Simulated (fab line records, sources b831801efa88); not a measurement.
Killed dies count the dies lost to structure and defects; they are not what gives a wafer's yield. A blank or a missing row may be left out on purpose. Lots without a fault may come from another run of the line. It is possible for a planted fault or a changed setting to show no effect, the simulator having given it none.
Which tool was responsible? ; flow gf180mcu ; 11 lots, 33 wafers sampled, at 3 steps of a route of 602

WHAT THE GAUGES READ, wafer by wafer
GF_M1_RS_MEAS_05: measures by four-point-probe.
lot;measured;on;M1_ALCU_RS (ohm/sq)
L601;day 15 20:57;film metro-01;0.0704 0.0706 0.0705
L603;day 16 12:13;film metro-04;0.0701 0.0698 0.0699
L605;day 17 15:34;film metro-01;0.0699 0.0703 0.0699
L604;day 17 20:56;film metro-01;0.0704 0.0713 0.0709
L606;day 18 12:10;film metro-02;0.0699 0.0695 0.0700
L609;day 19 12:35;film metro-01;0.0699 0.0698 0.0699
L610;day 20 04:01;film metro-02;0.0691 0.0694 0.0690
L615;day 21 10:38;film metro-01;0.0700 0.0401 0.0694
L619;day 22 18:10;film metro-04;0.0696 0.0694 0.0698
L623;day 23 23:03;film metro-04;0.0698 0.0704 0.0706
L624;day 24 07:25;film metro-01;0.0710 0.0714 0.0707

WHAT TOOL EACH LOT RAN ON (gives the tool, then ch and the chambers of the sampled wafers, and finally the start)
lot;GF_CONTACT_CMP_04;GF_M1_SPUTTER_02
L601;cmp-01 ch 1,2,3, day 14 21:04;pvd sputter-03, day 15 20:48
L603;cmp-01 ch 0,3, day 15 12:30;pvd sputter-03, day 16 12:05
L605;cmp-02 ch 1,2,3, day 16 14:58;pvd sputter-01, day 17 15:28
L604;cmp-02 ch 1,2, day 16 19:22;pvd sputter-03, day 17 20:47
L606;cmp-02 ch 0,3, day 17 10:55;pvd sputter-01, day 18 12:03
L609;cmp-02 ch 1,2, day 18 10:56;pvd sputter-01, day 19 12:28
L610;cmp-02 ch 0,1,2, day 19 01:46;pvd sputter-01, day 20 03:53
L615;cmp-02 ch 0,1,3, day 20 08:43;pvd sputter-01, day 21 10:32
L619;cmp-02 ch 0,1,3, day 21 17:04;pvd sputter-03, day 22 18:04
L623;cmp-01 ch 0,1,3, day 22 23:08;pvd sputter-03, day 23 22:56
L624;cmp-01 ch 0,3, day 23 06:55;pvd sputter-03, day 24 07:20
- GF_CONTACT_CMP_04: polishes SiO2.
- GF_M1_SPUTTER_02: material AlCu, target thk 450 nm, time 23.9 s.

THE ANSWER, worked out from the rows above alone
Rule: the usual values come from the lots themselves. The widest of any qualifying gaps counts: lots, ordered by their means at a reading, are off when they make up no more than a third of the lots, leave a main group of 4 or more, and stand apart from it by 3 or more times the standard deviation of that group's means. Not used: any main group whose means are identical at the precision the tables above print for the reading. A lot without any number at a reading at which 4 lots or more have one is off too. Any other lot the step has rows for is counted as sound.
Off: at GF_M1_RS_MEAS_05 (M1_ALCU_RS), L615. Main group: mean 0.0701 ohm/sq, sd 0.00054.
A tool fits if, at a process step before that reading, it ran every lot that is off, and no sound lot after the first of them. Those tools and the gauges at GF_M1_RS_MEAS_05 are tried in the same way. One candidate fits, namely pvd sputter-01 at GF_M1_SPUTTER_02. A fault onset in the window from L610 (day 20 03:53, its last sound lot) to L615 (day 21 10:32, its first lot off) fits.

WHAT THE SIMULATOR HAD INSERTED
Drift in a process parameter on pvd sputter-01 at GF_M1_SPUTTER_02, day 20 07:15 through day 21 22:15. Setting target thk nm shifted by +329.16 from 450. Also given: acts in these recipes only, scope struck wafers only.
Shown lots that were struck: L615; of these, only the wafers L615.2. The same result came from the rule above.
